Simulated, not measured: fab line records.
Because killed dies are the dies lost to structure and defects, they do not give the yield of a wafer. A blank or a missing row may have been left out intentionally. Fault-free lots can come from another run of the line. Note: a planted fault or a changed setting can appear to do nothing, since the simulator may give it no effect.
Which tool is to blame? :: flow sky130 :: 11 lots with 33 wafers sampled at 3 steps, on a route of 708 steps

== WHAT THE GAUGES SHOWED, per wafer ==
SKY_VIA3_THK_MEAS_01.
lot: L772
measured: day 38 17:09
on: film-metro-04
VIA3_HDPCVD_THK (nm): 1616 1641 1635

lot: L774
measured: day 39 08:00
on: film-metro-04
VIA3_HDPCVD_THK (nm): 1660 1642 1651

lot: L777
measured: day 40 12:49
on: film-metro-01
VIA3_HDPCVD_THK (nm): 1606 1629 1611

lot: L779
measured: day 41 09:37
on: film-metro-01
VIA3_HDPCVD_THK (nm): 1648 1644 1659

lot: L782
measured: day 41 19:34
on: film-metro-04
VIA3_HDPCVD_THK (nm): 1600 1637 1608

lot: L784
measured: day 42 12:26
on: film-metro-04
VIA3_HDPCVD_THK (nm): 1651 1641 1635

lot: L788
measured: day 43 08:37
on: film-metro-01
VIA3_HDPCVD_THK (nm): 1932 1977 1951

lot: L789
measured: day 43 14:38
on: film-metro-04
VIA3_HDPCVD_THK (nm): 1979 1960 1966

lot: L790
measured: day 43 22:43
on: film-metro-01
VIA3_HDPCVD_THK (nm): 1659 1652 1658

lot: L791
measured: day 44 05:01
on: film-metro-01
VIA3_HDPCVD_THK (nm): 1671 1624 1621

lot: L795
measured: day 45 02:44
on: film-metro-02
VIA3_HDPCVD_THK (nm): 1663 1627 1618

== WHAT TOOL EACH LOT RAN ON (gives the tool, then ch and the chambers of the sampled wafers, and finally the start) ==
lot: L772
SKY_METAL3_STRIP_19: plasma-asher-01 ch 0,1, day 38 16:18
SKY_VIA3_HDPCVD_00: hdpcvd-01 ch 1,2, day 38 16:59

lot: L774
SKY_METAL3_STRIP_19: plasma-asher-02 ch 0,1, day 39 07:13
SKY_VIA3_HDPCVD_00: hdpcvd-02 ch 0,1, day 39 07:50

lot: L777
SKY_METAL3_STRIP_19: plasma-asher-01 ch 1, day 40 12:02
SKY_VIA3_HDPCVD_00: hdpcvd-01 ch 1,2, day 40 12:38

lot: L779
SKY_METAL3_STRIP_19: plasma-asher-02 ch 0,1, day 41 08:52
SKY_VIA3_HDPCVD_00: hdpcvd-02 ch 0,1, day 41 09:25

lot: L782
SKY_METAL3_STRIP_19: plasma-asher-03 ch 0,1, day 41 18:48
SKY_VIA3_HDPCVD_00: hdpcvd-01 ch 0,2, day 41 19:23

lot: L784
SKY_METAL3_STRIP_19: plasma-asher-01 ch 0,1, day 42 11:40
SKY_VIA3_HDPCVD_00: hdpcvd-01 ch 0,2, day 42 12:15

lot: L788
SKY_METAL3_STRIP_19: plasma-asher-03 ch 0,1, day 43 07:49
SKY_VIA3_HDPCVD_00: hdpcvd-01 ch 0,1,2, day 43 08:26

lot: L789
SKY_METAL3_STRIP_19: plasma-asher-02 ch 0,1, day 43 13:50
SKY_VIA3_HDPCVD_00: hdpcvd-01 ch 0,2, day 43 14:28

lot: L790
SKY_METAL3_STRIP_19: plasma-asher-01 ch 0,1, day 43 21:58
SKY_VIA3_HDPCVD_00: hdpcvd-02 ch 0,1, day 43 22:33

lot: L791
SKY_METAL3_STRIP_19: plasma-asher-03 ch 0, day 44 04:15
SKY_VIA3_HDPCVD_00: hdpcvd-02 ch 0,1,2, day 44 04:50

lot: L795
SKY_METAL3_STRIP_19: plasma-asher-02 ch 1, day 45 01:58
SKY_VIA3_HDPCVD_00: hdpcvd-02 ch 0,2, day 45 02:33
- SKY_METAL3_STRIP_19: strips in O2/N2.
- SKY_VIA3_HDPCVD_00: deposits SiO2, target thk 1635 nm, time 272.5 s.

== THE ANSWER, worked out from the rows above alone ==
Rule: the lots themselves supply what counts as usual. Put in order of their means at a reading, lots are off if they are a third of the lots or fewer, leave a main group of 4 or more, and stand apart from it by a gap of 3 or more times the standard deviation of the main group's means; of several such gaps the widest counts. The tables above print the reading to a certain number of digits; a main group whose means all agree to those digits is not used. A lot without any number at a reading at which 4 lots or more have one is off too. Where the step has rows for the other lots, those lots are counted as sound.
Off: at SKY_VIA3_THK_MEAS_01 (VIA3_HDPCVD_THK), L788, L789. Main group: mean 1637 nm, sd 14.
If a tool, at a process step before that reading, ran all the lots that are off and no sound lot after the first of them, it fits. Gauges at SKY_VIA3_THK_MEAS_01: tried the same way as those tools. One fits: SKY_VIA3_HDPCVD_00 on hdpcvd-01. A fault onset in the window from L784 (day 42 12:15, its last sound lot) to L788 (day 43 08:26, its first lot off) fits.

== WHAT THE SIMULATOR HAD INSERTED ==
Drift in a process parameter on hdpcvd-01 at SKY_VIA3_HDPCVD_00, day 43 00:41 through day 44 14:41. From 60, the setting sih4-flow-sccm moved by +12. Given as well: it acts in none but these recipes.
Shown lots that were struck: L788, L789. The rule above found the same.
